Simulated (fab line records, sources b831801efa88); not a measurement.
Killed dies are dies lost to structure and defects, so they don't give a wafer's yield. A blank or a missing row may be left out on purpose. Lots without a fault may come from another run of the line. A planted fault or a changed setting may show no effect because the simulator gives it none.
Chamber matching | flow sky130 | SKY_VIA1_ETCH_14 on rie_diel-03: 4 sister chambers
The step etches BARC in N2/H2, stops on SiO2, time 45.9 s, target depth 60 nm. 4 wafers are shown with their chamber, then 7 later ones without.

WAFERS WITH THEIR CHAMBER
wafer  | chamber | oes_product_au (a.u.)
L753.1 | 2       | 0.853
L755.2 | 0       | 0.851
L759.1 | 1       | 0.851
L759.2 | 3       | 0.852

WAFERS WITHOUT THEIR CHAMBER
wafer  | oes_product_au (a.u.)
L759.6 | 0.858
L766.2 | 0.854
L766.4 | 0.859
L766.6 | 0.855
L768.1 | 0.854
L768.2 | 0.855
L768.4 | 0.858

WHICH CHAMBER EACH WENT THROUGH
wafer  | from the rows above               | in truth
L759.6 | can't be placed: 2 or 3 or 0 or 1 | 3
L766.2 | can't be placed: 2 or 3 or 0 or 1 | 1
L766.4 | can't be placed: 2 or 3 or 0 or 1 | 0
L766.6 | can't be placed: 2 or 3 or 0 or 1 | 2
L768.1 | can't be placed: 2 or 3 or 0 or 1 | 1
L768.2 | can't be placed: 2 or 3 or 0 or 1 | 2
L768.4 | can't be placed: 2 or 3 or 0 or 1 | 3
Placed correctly: 0 of 7. Can't be placed from these rows: 7 (the true chamber is among the candidates in 7). Placed wrongly: 0.
How it was worked out, from the rows above alone: a wafer's distance from a chamber is the root of the sum, over the readings, of the square of ((its reading less the chamber's mean) divided by the reading's scatter). The wafer belongs to the nearest chamber; if the next one is less than 2 further off, it can't be placed. A chamber's mean is the mean of its shown wafers. The scatter: with one shown wafer a chamber, the root of the mean of the squares of how far each hidden wafer lies from its nearest shown one.
